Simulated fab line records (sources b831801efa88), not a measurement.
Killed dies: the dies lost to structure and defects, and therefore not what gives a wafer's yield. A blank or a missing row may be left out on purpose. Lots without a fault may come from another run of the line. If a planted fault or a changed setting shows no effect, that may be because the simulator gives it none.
Which tool did it? + flow sfq_line + at 1 step of a route of 325, 14 lots with 42 wafers sampled

== WHAT EACH GAUGE READ, for each wafer ==
Not one reading of a measure or inspect step in the record can be checked against a usual standard deviation.

== EACH LOT AND THE TOOL THAT RAN IT (in order: tool; ch and the chambers of the sampled wafers; start) ==
| lot  | SFQ_TRILAYER_I1_VIA_BARC_OPEN_VIA_ETCH_071 |
|------|--------------------------------------------|
| L902 | rie_diel-01 ch 0,1,2, day 25 03:02         |
| L903 | rie_diel-03 ch 0,1,2, day 25 04:14         |
| L904 | rie_diel-03 ch 0,3, day 25 23:24           |
| L905 | rie_diel-02 ch 0,3, day 26 11:24           |
| L909 | rie_diel-03 ch 0,1,2, day 28 00:36         |
| L911 | rie_diel-03 ch 1,2,3, day 28 14:14         |
| L915 | rie_diel-02 ch 0,1, day 30 01:02           |
| L916 | rie_diel-01 ch 1,3, day 30 11:58           |
| L917 | rie_diel-02 ch 0,1,2, day 30 14:22         |
| L919 | rie_diel-03 ch 1,3, day 31 08:02           |
| L921 | rie_diel-03 ch 0,2,3, day 33 01:26         |
| L922 | rie_diel-01 ch 1,2, day 33 02:38           |
| L923 | rie_diel-02 ch 0,2,3, day 33 07:40         |
| L924 | rie_diel-02 ch 1,2,3, day 33 18:35         |
- SFQ_TRILAYER_I1_VIA_BARC_OPEN_VIA_ETCH_071: etches BARC in O2, target depth 125 nm, time 41.7 s.

== WHAT THE TOOLS THEMSELVES READ (means of the sampled wafers that have a number; where no wafer has one, the mark that the record gives instead) ==
SFQ_TRILAYER_I1_VIA_BARC_OPEN_VIA_ETCH_071. Usual: bias_w 80.03 W, standard deviation 0.25; drypump_motor_current_A 5.8 A, standard deviation 0.51; oes_product_au 0.686 a.u., standard deviation 0.0045.
| lot  | tool        | bias_w (W) | drypump_motor_current_A (A) | oes_product_au (a.u.) | flag |
|------|-------------|------------|-----------------------------|-----------------------|------|
| L902 | rie_diel-01 | 79.79      | 5.9                         | 0.682                 |      |
| L903 | rie_diel-03 | 79.99      | 6.0                         | 0.682                 |      |
| L904 | rie_diel-03 | 80.04      | 6.2                         | 0.685                 |      |
| L905 | rie_diel-02 | 80.08      | 5.6                         | 0.687                 |      |
| L909 | rie_diel-03 | 84.34      | 6.0                         | 0.689                 | OFF  |
| L911 | rie_diel-03 | 83.99      | 6.1                         | 0.686                 | OFF  |
| L915 | rie_diel-02 | 80.17      | 5.2                         | 0.688                 |      |
| L916 | rie_diel-01 | 80.25      | 5.4                         | 0.684                 |      |
| L917 | rie_diel-02 | 80.20      | 5.5                         | 0.693                 |      |
| L919 | rie_diel-03 | 79.92      | 5.6                         | 0.685                 |      |
| L921 | rie_diel-03 | 80.06      | 6.4                         | 0.685                 |      |
| L922 | rie_diel-01 | 79.97      | 5.9                         | 0.681                 |      |
| L923 | rie_diel-02 | 80.03      | 5.7                         | 0.688                 |      |
| L924 | rie_diel-02 | 80.02      | 5.5                         | 0.679                 |      |

== THE ANSWER, worked out from the rows above alone ==
Rule: lot off if the mean of its wafers having a number is beyond 3 standard deviations from the usual mean. A lot without any number at a reading at which 4 lots or more have one is off too. Where the step has rows for the other lots, those lots are counted as sound. Order of review: gauges by route order, followed by the tools' own readings, for which a lot's mean as printed above is used. At the first step where some lot is off, the reading lying furthest off is the one used; lots without a number count as furthest.
Off, at SFQ_TRILAYER_I1_VIA_BARC_OPEN_VIA_ETCH_071 on bias_w: L909, L911.
If a tool, at that step or one of the process steps before it, ran each lot that is off and ran no sound lot following the first of them, it fits. None of those tried fits.

== WHAT WAS PUT IN BY THE SIMULATOR ==
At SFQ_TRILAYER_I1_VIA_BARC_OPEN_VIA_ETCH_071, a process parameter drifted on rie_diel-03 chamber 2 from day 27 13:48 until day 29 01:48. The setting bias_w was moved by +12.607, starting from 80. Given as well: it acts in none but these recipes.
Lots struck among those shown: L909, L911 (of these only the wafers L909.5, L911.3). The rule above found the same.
